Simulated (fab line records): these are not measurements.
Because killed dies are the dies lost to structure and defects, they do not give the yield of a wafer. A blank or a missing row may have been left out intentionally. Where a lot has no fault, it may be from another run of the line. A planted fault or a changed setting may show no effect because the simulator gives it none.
fab line records + flow sky130
record
- lots=12
- wafers=36
- lastDay=51
route steps=708 shown METAL1@454 METAL2@483 VIA2@513 METAL3@563
lots that met no fault: from a run of the same line without faults
startH: hours from the record's first day to the start of the lot's first wafer shown + waitH: how many hours have passed since the lot's step before this one + " the same as in the row above + L1.1+2: a single row standing in for several wafers + - no value present, or no start provided + * or withheld: withheld + < > ~ a bound
route shown NAME@n: a module of which the file shows steps, and the number in the route of the first + usual: the fault-free wafers' mean and standard deviation + same: alike in all rows + chamber/n: place in a boat + sites: readings site by site + _std_site: the values' standard deviation + _edge_site: outer sites' mean less inner sites' + radiusMm: for every site, how far away it sits from the centre of the wafer + mask NAME#n: copy n + behind: the most recent tool/chamber to have shaped the wafer + hold: cause of the lot's hold/its duration in hours/its outcome + device: the transistor (n, p or np) that didn't switch + end of line: tests of these same wafers at the route's end + a step without rows: its recipe alone + killed: dies lost to structure and defects at the first sort, not the wafer's yield + map: per-die view of a wafer (x killed, . not killed, _ where there is no die)
set.NAME: the run value of the setting; set.NAME@STEP: its run value at that earlier step + model.NAME: the simulator's own value behind a step, which no gauge read
the route's steps for a sample of lots (tables are steps, rows are wafers)
services: when a tool's chamber went out of use (startH, in hours from the record's first day, below 0 if earlier), for how many hours, and the reason
## steps
# step SKY_METAL1_STRIP_20
# recipe
- chemistry=O2/N2
- powerW=1400
- pressureMtorr=1500
- platenTempC=withheld
- o2FlowSccm=3000
- n2FlowSccm=300
- overashFraction=0.5
# usual
- drypumpMotorCurrentA=5.6/0.3
- oesProductAu=0.341/0.005
- stripTimeToEndpointS=2.66/0.051
| lot.wafer | tool           | chamber | startH | waitH | drypumpMotorCurrentA | oesProductAu | rfHoursCounterH | stripTimeToEndpointS |
|-----------|----------------|---------|--------|-------|----------------------|--------------|-----------------|----------------------|
| L921.1    | plasmaAsher-04 | 1       | 763.16 | 0.1   | 5.3                  | 0.349        | 96              | 2.78                 |
| L921.2    | "              | 0       | "      | "     | 5.4                  | 0.352        | 96              | 2.75                 |
| L921.5    | "              | 0       | "      | "     | 5.3                  | 0.347        | -               | 2.74                 |
| L923.1    | plasmaAsher-03 | 1       | 780.47 | 0.1   | 5.3                  | 0.348        | 34              | 2.67                 |
| L923.2    | "              | 0       | "      | "     | 6.0                  | 0.341        | 34              | 2.71                 |
| L923.6    | "              | 0       | "      | "     | 6.0                  | 0.341        | -               | 2.72                 |
| L924.1    | plasmaAsher-03 | 1       | 790.53 | 0.1   | 5.3                  | 0.343        | 36              | 2.60                 |
| L924.2    | "              | 0       | "      | "     | 6.1                  | 0.338        | 36              | 2.63                 |
| L924.5    | "              | 1       | "      | "     | 5.3                  | 0.341        | -               | 2.63                 |
| L925.1    | plasmaAsher-04 | 0       | 801.06 | 0.1   | 5.3                  | 0.341        | 99              | 2.73                 |
| L925.3    | "              | 1       | "      | "     | 5.3                  | 0.360        | -               | 2.76                 |
| L925.5    | "              | 1       | "      | "     | 5.3                  | 0.348        | -               | 2.72                 |
| L927.1    | plasmaAsher-02 | 0       | 815.09 | 0.1   | 5.8                  | 0.339        | 68              | 2.62                 |
| L927.3    | "              | 0       | "      | "     | 5.8                  | 0.337        | -               | 2.63                 |
| L927.5    | "              | 0       | "      | "     | 5.8                  | 0.338        | -               | 2.66                 |
| L930.2    | plasmaAsher-04 | 0       | 834.78 | 0.1   | 5.3                  | 0.335        | 102             | 2.73                 |
| L930.4    | "              | 0       | "      | "     | 5.3                  | 0.348        | -               | 2.71                 |
| L930.6    | "              | 1       | "      | "     | 5.3                  | 0.351        | -               | 2.68                 |
| L932.1    | plasmaAsher-02 | 1       | 851.06 | 0.1   | 5.9                  | 0.336        | 71              | 2.60                 |
| L932.4    | "              | 1       | "      | "     | 6.0                  | 0.339        | -               | 2.59                 |
| L932.5    | "              | 0       | "      | "     | 5.8                  | 0.339        | -               | 2.59                 |
| L934.2    | plasmaAsher-02 | 0       | 864.54 | 0.1   | 5.8                  | 0.341        | 73              | 2.64                 |
| L934.4    | "              | 1       | "      | "     | 6.0                  | 0.337        | -               | 2.59                 |
| L934.5    | "              | 1       | "      | "     | 5.9                  | 0.344        | -               | 2.65                 |
| L935.1    | plasmaAsher-04 | 1       | 875.51 | 0.1   | 5.3                  | 0.337        | 106             | 2.56                 |
| L935.2    | "              | 0       | "      | "     | 5.3                  | 0.343        | 106             | 2.63                 |
| L935.6    | "              | 1       | "      | "     | 5.3                  | 0.335        | -               | 2.57                 |
| L938.3    | plasmaAsher-02 | 0       | 912.57 | 0.1   | 5.8                  | 0.347        | -               | 2.71                 |
| L938.5    | "              | 1       | "      | "     | 6.0                  | 0.352        | -               | 2.67                 |
| L938.6    | "              | 0       | "      | "     | 5.8                  | 0.346        | -               | 2.69                 |
| L942.1    | plasmaAsher-03 | 1       | 932.11 | 0.1   | 5.3                  | 0.346        | 50              | 2.63                 |
| L942.3    | "              | 0       | "      | "     | 6.1                  | 0.340        | -               | 2.68                 |
| L942.5    | "              | 0       | "      | "     | 6.1                  | 0.341        | -               | 2.64                 |
| L943.1    | plasmaAsher-03 | 0       | 970.23 | 0.1   | 6.1                  | 0.341        | 53              | 2.77                 |
| L943.2    | "              | 1       | "      | "     | 5.3                  | 0.337        | 53              | 2.73                 |
| L943.4    | "              | 1       | "      | "     | 5.3                  | 0.347        | -               | 2.77                 |
# step SKY_METAL2_SPUTTER_00
# recipe
- material=Ti
- targetThkNm=15
- powerW=3000
- timeS=10
- chamberPressurePa=0.4
# usual
- throttleValvePct=30.1/1.3
| lot.wafer | tool          | chamber | startH | waitH | throttleValvePct |
|-----------|---------------|---------|--------|-------|------------------|
| L921.1    | pvdSputter-03 | -       | 792.14 | 0.1   | 31.2             |
| L921.2    | "             | -       | "      | "     | 29.4             |
| L921.5    | "             | -       | "      | "     | 30.7             |
| L923.1    | pvdSputter-01 | -       | 809.77 | 0.1   | 31.3             |
| L923.2    | "             | -       | "      | "     | 27.6             |
| L923.6    | "             | -       | "      | "     | 31.7             |
| L924.1    | pvdSputter-02 | -       | 819.74 | 0.1   | 30.0             |
| L924.2    | "             | -       | "      | "     | 29.7             |
| L924.5    | "             | -       | "      | "     | 30.1             |
| L925.1    | pvdSputter-02 | -       | 830.14 | 0.2   | 30.4             |
| L925.3    | "             | -       | "      | "     | 29.1             |
| L925.5    | "             | -       | "      | "     | 30.2             |
| L927.1    | pvdSputter-01 | -       | 844.02 | 0.1   | 30.5             |
| L927.3    | "             | -       | "      | "     | 28.0             |
| L927.5    | "             | -       | "      | "     | 31.7             |
| L930.2    | pvdSputter-02 | -       | 863.29 | 0.2   | 29.2             |
| L930.4    | "             | -       | "      | "     | 30.2             |
| L930.6    | "             | -       | "      | "     | 28.9             |
| L932.1    | pvdSputter-01 | -       | 880.28 | 0.1   | 31.6             |
| L932.4    | "             | -       | "      | "     | 28.2             |
| L932.5    | "             | -       | "      | "     | 27.8             |
| L934.2    | pvdSputter-03 | -       | 893.38 | 0.1   | 31.1             |
| L934.4    | "             | -       | "      | "     | 29.3             |
| L934.5    | "             | -       | "      | "     | 29.3             |
| L935.1    | pvdSputter-03 | -       | 903.11 | 0.1   | 29.3             |
| L935.2    | "             | -       | "      | "     | 31.2             |
| L935.6    | "             | -       | "      | "     | 28.9             |
| L938.3    | pvdSputter-02 | -       | 939.67 | 0.2   | 29.7             |
| L938.5    | "             | -       | "      | "     | 30.8             |
| L938.6    | "             | -       | "      | "     | 30.3             |
| L942.1    | pvdSputter-01 | -       | 959.80 | 0.1   | 32.0             |
| L942.3    | "             | -       | "      | "     | 31.1             |
| L942.5    | "             | -       | "      | "     | 31.1             |
| L943.1    | pvdSputter-01 | -       | 996.79 | 0.2   | 30.5             |
| L943.2    | "             | -       | "      | "     | 31.4             |
| L943.4    | "             | -       | "      | "     | 28.1             |
# step SKY_VIA2_COAT_06
# recipe
- resist=BARC
- tempC=withheld
- timeS=withheld
- spinRpm=3000
- resistThkNm=60
# usual
- chillPlateTempC=*
- spinSpeedRpm=3000.2/2.1
| lot.wafer | tool          | chamber | startH  | waitH | chillPlateTempC | spinSpeedRpm |
|-----------|---------------|---------|---------|-------|-----------------|--------------|
| L921.1    | lithoTrack-04 | 0       | 832.15  | 0.1   | *               | 2999.7       |
| L921.2    | "             | 0       | "       | "     | *               | 3000.7       |
| L921.5    | "             | 0       | "       | "     | *               | 2996.7       |
| L923.1    | lithoTrack-03 | 0       | 851.89  | 0.1   | *               | 3003.3       |
| L923.2    | "             | 0       | "       | "     | *               | 3003.3       |
| L923.6    | "             | 0       | "       | "     | *               | 3003.8       |
| L924.1    | lithoTrack-04 | 0       | 859.30  | 0.1   | *               | 2997.9       |
| L924.2    | "             | 0       | "       | "     | *               | 2999.6       |
| L924.5    | "             | 0       | "       | "     | *               | 2996.9       |
| L925.1    | lithoTrack-03 | 0       | 870.79  | 0.1   | *               | 3000.1       |
| L925.3    | "             | 0       | "       | "     | *               | 2998.4       |
| L925.5    | "             | 0       | "       | "     | *               | 3001.0       |
| L927.1    | lithoTrack-03 | 0       | 884.69  | 0.1   | *               | 2996.2       |
| L927.3    | "             | 0       | "       | "     | *               | 3000.1       |
| L927.5    | "             | 0       | "       | "     | *               | 2997.7       |
| L930.2    | lithoTrack-02 | 0       | 903.89  | 0.1   | *               | 2999.8       |
| L930.4    | "             | 0       | "       | "     | *               | 2998.7       |
| L930.6    | "             | 0       | "       | "     | *               | 2998.4       |
| L932.1    | lithoTrack-04 | 0       | 920.80  | 0.1   | *               | 2998.5       |
| L932.4    | "             | 0       | "       | "     | *               | 2999.0       |
| L932.5    | "             | 0       | "       | "     | *               | 2996.8       |
| L934.2    | lithoTrack-02 | 0       | 931.99  | 0.1   | *               | 3067.5       |
| L934.4    | "             | 0       | "       | "     | *               | 3066.4       |
| L934.5    | "             | 0       | "       | "     | *               | 3065.8       |
| L935.1    | lithoTrack-02 | 0       | 940.57  | 0.1   | *               | 3066.3       |
| L935.2    | "             | 0       | "       | "     | *               | 3063.5       |
| L935.6    | "             | 0       | "       | "     | *               | 3063.3       |
| L938.3    | lithoTrack-04 | 0       | 979.05  | 0.1   | *               | 2999.4       |
| L938.5    | "             | 0       | "       | "     | *               | 3000.8       |
| L938.6    | "             | 0       | "       | "     | *               | 2999.1       |
| L942.1    | lithoTrack-03 | 0       | 997.04  | 0.1   | *               | 2999.3       |
| L942.3    | "             | 0       | "       | "     | *               | 3001.7       |
| L942.5    | "             | 0       | "       | "     | *               | 3000.9       |
| L943.1    | lithoTrack-02 | 0       | 1032.22 | 0.1   | *               | 2997.2       |
| L943.2    | "             | 0       | "       | "     | *               | 3000.8       |
| L943.4    | "             | 0       | "       | "     | *               | 3002.1       |
# step SKY_METAL3_CD_MEAS_13
# recipe
- targetCdNm=300
# usual
- cdNm=299.7/1.6
| lot.wafer | tool     | chamber | startH  | waitH | cdNm  |
|-----------|----------|---------|---------|-------|-------|
| L921.1    | cdSem-01 | -       | 901.05  | -     | 301.8 |
| L921.2    | "        | -       | "       | "     | 301.5 |
| L921.5    | "        | -       | "       | "     | 300.7 |
| L923.1    | cdSem-02 | -       | 918.57  | -     | 299.9 |
| L923.2    | "        | -       | "       | "     | 299.8 |
| L923.6    | "        | -       | "       | "     | 299.5 |
| L924.1    | cdSem-01 | -       | 926.87  | -     | 298.2 |
| L924.2    | "        | -       | "       | "     | 299.2 |
| L924.5    | "        | -       | "       | "     | 299.0 |
| L925.1    | cdSem-01 | -       | 936.82  | -     | 298.3 |
| L925.3    | "        | -       | "       | "     | 299.0 |
| L925.5    | "        | -       | "       | "     | 297.2 |
| L927.1    | cdSem-02 | -       | 950.02  | -     | 300.2 |
| L927.3    | "        | -       | "       | "     | 299.1 |
| L927.5    | "        | -       | "       | "     | 299.5 |
| L930.2    | cdSem-01 | -       | 967.89  | -     | 301.1 |
| L930.4    | "        | -       | "       | "     | 300.0 |
| L930.6    | "        | -       | "       | "     | 301.3 |
| L932.1    | cdSem-01 | -       | 985.77  | -     | 301.1 |
| L932.4    | "        | -       | "       | "     | 300.5 |
| L932.5    | "        | -       | "       | "     | 300.4 |
| L934.2    | cdSem-01 | -       | 994.99  | -     | 297.9 |
| L934.4    | "        | -       | "       | "     | 297.5 |
| L934.5    | "        | -       | "       | "     | 297.9 |
| L935.1    | cdSem-01 | -       | 1004.25 | -     | 300.9 |
| L935.2    | "        | -       | "       | "     | 300.1 |
| L935.6    | "        | -       | "       | "     | 300.8 |
| L938.3    | cdSem-01 | -       | 1037.54 | -     | 297.9 |
| L938.5    | "        | -       | "       | "     | 297.7 |
| L938.6    | "        | -       | "       | "     | 299.4 |
| L942.1    | cdSem-02 | -       | 1056.37 | -     | 297.7 |
| L942.3    | "        | -       | "       | "     | 299.0 |
| L942.5    | "        | -       | "       | "     | 298.2 |
| L943.1    | cdSem-02 | -       | 1086.70 | -     | 298.3 |
| L943.2    | "        | -       | "       | "     | 299.6 |
| L943.4    | "        | -       | "       | "     | 298.1 |
## services
| tool           | chamber | startH  | hours | kind   |
|----------------|---------|---------|-------|--------|
| plasmaAsher-04 | -       | 779.03  | 14.6  | pm     |
| plasmaAsher-02 | -       | 784.65  | 7.7   | repair |
| plasmaAsher-02 | -       | 798.64  | 3.3   | repair |
| pvdSputter-03  | -       | 814.19  | 1.0   | repair |
| pvdSputter-03  | -       | 892.44  | 0.6   | repair |
| plasmaAsher-03 | -       | 912.49  | 2.8   | pm     |
| plasmaAsher-04 | -       | 932.23  | 0.7   | repair |
| plasmaAsher-03 | -       | 956.32  | 8.3   | repair |
| pvdSputter-02  | -       | 967.56  | 8.9   | repair |
| plasmaAsher-02 | -       | 1004.06 | 3.9   | repair |
## key
firstSign
- step=SKY_VIA2_COAT_06
- reading=spinSpeedRpm
- direction=up
- sigmas=32
- usual=3000.2
- struck=3065.5
effect none on later readings
metAt SKY_VIA2_COAT_06
struckLots L934,L935
notActingAt SKY_METAL1_STRIP_20,SKY_METAL2_SPUTTER_00,SKY_METAL3_CD_MEAS_13
onsetBetween 903.89 931.99
fault
- kind=processParameterDrift
- tool=lithoTrack-02
- chamber=-
- onsetH=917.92
- steps=SKY_VIA2_COAT_06
- channel=spinRpm
- offset=64.631
- shape=step
- endH=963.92
- actsIn=theseRecipesOnly
- stated=3000
